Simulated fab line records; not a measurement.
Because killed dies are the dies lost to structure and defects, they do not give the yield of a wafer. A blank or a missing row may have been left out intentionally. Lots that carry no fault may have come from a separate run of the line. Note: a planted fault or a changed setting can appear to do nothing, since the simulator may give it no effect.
Struck lot and sound lot, side by side	flow sky130	14 steps out of a route of 708
Sound: these wafers, L679.1, L679.3, L679.6. Wafers L687.3, L687.4, L687.6 were the ones struck. The cause is named last.
Per side, at each step with rows, come the tool, then ch with its chambers, and then its first start. Under that, the readings that differ: sound wafers	struck wafers	difference of the means	sigmas: that difference in standard deviations of wafers without a fault.
alike: a reading whose means differ by less than 2 such deviations, as well as words and numbers matching on both sides. not compared: withheld readings; readings where some wafer has no value; bounds like >300 that might hide an equal value; numbers whose values overlap and for which the record gives no deviation.
Wherever a step has rows on one side only, a row that says differs or no value, or a row with sigmas, the two part there. Non-overlapping numbers with no deviation appear without sigmas and do not part them. A reading that every wafer of one side lacks parts them only if that side has two wafers or more.

first, 3 steps without rows for these wafers: SKY_METAL3_CLEAN_21 (cleans in IPA, time 180 s); SKY_METAL3_CLEAN_22 (cleans in O3/DIW); SKY_VIA3_HDPCVD_00 (deposits SiO2, target thk 1635 nm, time 272.5 s).
SKY_VIA3_THK_MEAS_01:
  sound: film metro-01 at day 38 06:11; struck: film metro-01 at day 41 19:18
  alike: VIA3_HDPCVD_THK
SKY_VIA3_CMP_02: polishes SiO2.
  sound on cmp-02 ch 0,1, day 38 06:14; struck on cmp-01 ch 2,3, day 41 19:20
reading	sound	struck	difference	sigmas
motor current A (A)	10.6 11.5 10.2	13.8 15.2 15.4	+4.0	+3
  alike: head pressure psi
SKY_VIA3_BOW_MEAS_03:
  sound: film metro-02 at day 38 06:32; struck: film metro-01 at day 41 19:41
  alike: VIA3_BOW
then, 6 steps without rows for these wafers: SKY_VIA3_DEHYDRATE_04 (time 60 s); SKY_VIA3_HMDS_05 (prime time 60 s); SKY_VIA3_COAT_06 (resist thk 60 nm); SKY_VIA3_COAT_07 (resist thk 450 nm); SKY_VIA3_SOFTBAKE_08 (time 90 s); SKY_VIA3_EXPOSE_09 (exposes mask VIM3, target cd 200 nm).
SKY_VIA3_PEB_10:
  sound on litho track-01 ch 0, day 39 07:00; struck on litho track-01, day 42 17:00
reading	sound	struck	difference	sigmas
exhaust pa (Pa)	45.1 44.8 46.6	- - -	no value on the struck wafers	
  not compared: chill plate temp C
then, 1 step without rows for these wafers: SKY_VIA3_DEVELOP_11 (develop time 60 s).

WHERE THEY PART
Earliest at SKY_VIA3_CMP_02; latest, in this record, at SKY_VIA3_PEB_10.

WHY: what had been put in by the simulator
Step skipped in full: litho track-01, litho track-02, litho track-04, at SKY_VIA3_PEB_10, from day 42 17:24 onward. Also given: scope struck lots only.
